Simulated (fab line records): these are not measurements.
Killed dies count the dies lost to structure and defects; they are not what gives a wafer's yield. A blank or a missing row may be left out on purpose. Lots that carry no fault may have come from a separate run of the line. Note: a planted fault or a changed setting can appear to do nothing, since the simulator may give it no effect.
Lot-split experiment | flow gf180mcu | route with 602 steps; 5 lots, 23 wafers read

THE SPLIT
At GF_V2_PEB_12 (peb time 90 s), the setting pebTimeS was moved away from the recipe's 90 s on 10 of the 23 wafers read, by -14.6% to +9.0%. For the rest of the wafers, this setting stayed at what the recipe calls for.

FROM THE SPLIT TO THE READING: what the file shows between them, 1 step
- GF_V2_DEVELOP_13: develop time 60 s

THE READING
cdNm at GF_V2_CD_MEAS_14, given in nm (cd target 260 nm). Fault-free wafers of this fab line usually give 260.2 nm, standard deviation 1.4 nm.

wafer  | tool, chamber at the split | pebTimeS as run, s | against the recipe | cdNm, nm | against lot-mates on the recipe
L074.1 | lithoTrack-04, 0           | 76.82              | -14.6%             | 258.2    | -4.1
L074.2 | lithoTrack-04, 0           | 90                 | recipe             | 262.2    | -
L074.3 | lithoTrack-04, 0           | 76.82              | -14.6%             | 259.3    | -2.9
L074.4 | lithoTrack-04, 0           | 90                 | recipe             | 262.3    | -
L074.5 | lithoTrack-04, 0           | 76.82              | -14.6%             | 256.7    | -5.6
L075.2 | lithoTrack-04, 0           | 83.82              | -6.9%              | 259.1    | -1.2
L075.3 | lithoTrack-04, 0           | 90                 | recipe             | 260.4    | -
L075.4 | lithoTrack-04, 0           | 83.82              | -6.9%              | 259.3    | -1.1
L075.5 | lithoTrack-04, 0           | 90                 | recipe             | 260.3    | -
L075.6 | lithoTrack-04, 0           | 83.82              | -6.9%              | 259.5    | -0.9
L082.1 | lithoTrack-04, 0           | 98.14              | +9.0%              | 260.8    | +1.7
L082.2 | lithoTrack-04, 0           | 90                 | recipe             | 259.5    | -
L082.3 | lithoTrack-04, 0           | 90                 | recipe             | 258.4    | -
L082.4 | lithoTrack-04, 0           | 90                 | recipe             | 259.4    | -
L082.5 | lithoTrack-04, 0           | 98.14              | +9.0%              | 261.2    | +2.1
L084.1 | lithoTrack-03, 0           | 90                 | recipe             | 261.1    | -
L084.2 | lithoTrack-03, 0           | 90                 | recipe             | 262.6    | -
L084.4 | lithoTrack-03, 0           | 77.01              | -14.4%             | 256.8    | -4.7
L084.5 | lithoTrack-03, 0           | 90                 | recipe             | 260.8    | -
L084.6 | lithoTrack-03, 0           | 77.01              | -14.4%             | 257.9    | -3.6
L085.1 | lithoTrack-02, 0           | 90                 | recipe             | 259.9    | -
L085.3 | lithoTrack-02, 0           | 90                 | recipe             | 260.4    | -
L085.5 | lithoTrack-02, 0           | 90                 | recipe             | 261.9    | -

FIT RESULTS
A straight line over all 23 wafers: cdNm changes by +0.168 nm for each +1% of pebTimeS; r = +0.73; the points scatter about the line by 1.1 nm.
The same after taking each lot's own level away (the mean of its wafers on the recipe; 23 wafers): +0.262 nm for each +1%; r = +0.93; scatter 0.75 nm.
Per that fit: largest pebTimeS move, reading shift of 3.8 nm.
From 259.10 to 262.25 nm: that is the span of the lots' own levels, equal to 2.3 times the standard deviation above.
So the lot-to-lot level blurs the effect unless lot-mates are compared.
Check: -3.83 nm against its lot-mates is what the line predicts for one of the wafers moved furthest among these (-14.6%) when that wafer is left out of the fit. It came out at -4.05 nm against them.

THE WHOLE CHAIN: every reading that the file lists as answering this split, in the file's order
step             | what it does                                                 | reading                                                  | change (the file's fit)               | r (the file's)
GF_V2_CD_MEAS_14 | target cd 260 nm                                             | cdNm                                                     | +0.263 nm for each +1% of the setting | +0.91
GF_V2_ETCH_16    | etches BARC in N2/H2                                         | V2.cdNm (the simulator's own value, which no gauge read) | +0.272 nm for each +1% of the setting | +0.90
GF_V2_ETCH_17    | etches SiO2 in C4F8/O2/Ar, stops on TiN, target depth 630 nm | V2.cdNm (the simulator's own value, which no gauge read) | +0.279 nm for each +1% of the setting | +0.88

THE FILE'S OWN FIT
cdNm changes by +0.263 nm for each +1% of pebTimeS, r = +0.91.
